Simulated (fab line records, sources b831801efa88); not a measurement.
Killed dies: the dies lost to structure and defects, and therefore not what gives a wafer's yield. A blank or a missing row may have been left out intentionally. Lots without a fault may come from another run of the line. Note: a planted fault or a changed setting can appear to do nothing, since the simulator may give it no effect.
Which of the tools did it?    flow sky130    Sampling: 11 lots, 33 wafers, 2 of 708 route steps

## WHAT THE GAUGES READ, wafer by wafer
SKY_NWELL_RS_MEAS_29: a four-point-probe measurement.
lot   measured      on             NWELL_RS (ohm/sq)
L211  day 5 20:04   film-metro-02  625.2 624.4 625.8
L212  day 6 00:38   film-metro-04  624.5 624.8 625.1
L214  day 7 02:20   film-metro-01  623.9 625.8 624.0
L218  day 7 16:54   film-metro-01  623.0 622.9 624.8
L220  day 8 00:44   film-metro-01  624.1 624.3 624.4
L221  day 8 08:22   film-metro-01  623.7 622.7 622.1
L227  day 9 15:37   film-metro-01  623.1 621.4 624.4
L228  day 10 03:42  film-metro-01  624.2 624.6 624.0
L229  day 10 18:28  film-metro-02  627.5 627.1 627.0
L232  day 11 08:51  film-metro-04  622.7 623.9 625.8
L231  day 11 09:43  film-metro-04  626.4 628.3 626.2

## WHAT TOOL EACH LOT RAN ON (gives the tool, then ch and the chambers of the sampled wafers, and finally the start)
lot   SKY_NWELL_STRIP_25
L211  plasma-asher-03 ch 0,1, day 5 19:46
L212  plasma-asher-03 ch 0,1, day 6 00:19
L214  plasma-asher-04 ch 0,1, day 7 02:01
L218  plasma-asher-04 ch 0,1, day 7 16:35
L220  plasma-asher-02 ch 0,1, day 8 00:25
L221  plasma-asher-02 ch 0,1, day 8 08:03
L227  plasma-asher-04 ch 0,1, day 9 15:19
L228  plasma-asher-03 ch 0,1, day 10 03:23
L229  plasma-asher-02 ch 0,1, day 10 18:04
L232  plasma-asher-03 ch 0, day 11 08:28
L231  plasma-asher-02 ch 0,1, day 11 09:24
- SKY_NWELL_STRIP_25: strips in O2/N2.

## THE ANSWER, worked out from the rows above alone
Rule: the lots themselves supply what counts as usual. Put in order of their means at a reading, lots are off if they are a third of the lots or fewer, leave a main group of 4 or more, and stand apart from it by a gap of 3 or more times the standard deviation of the main group's means; of several such gaps the widest counts. If all means in a main group match to the digits the tables above print for the reading, that group is not used. A lot without any number at a reading at which 4 lots or more have one is off too. Where the step has rows for the other lots, those lots are counted as sound.
No lot is off on any of the readings shown, so nothing can be concluded from this.

## WHAT THE SIMULATOR HAD PUT IN
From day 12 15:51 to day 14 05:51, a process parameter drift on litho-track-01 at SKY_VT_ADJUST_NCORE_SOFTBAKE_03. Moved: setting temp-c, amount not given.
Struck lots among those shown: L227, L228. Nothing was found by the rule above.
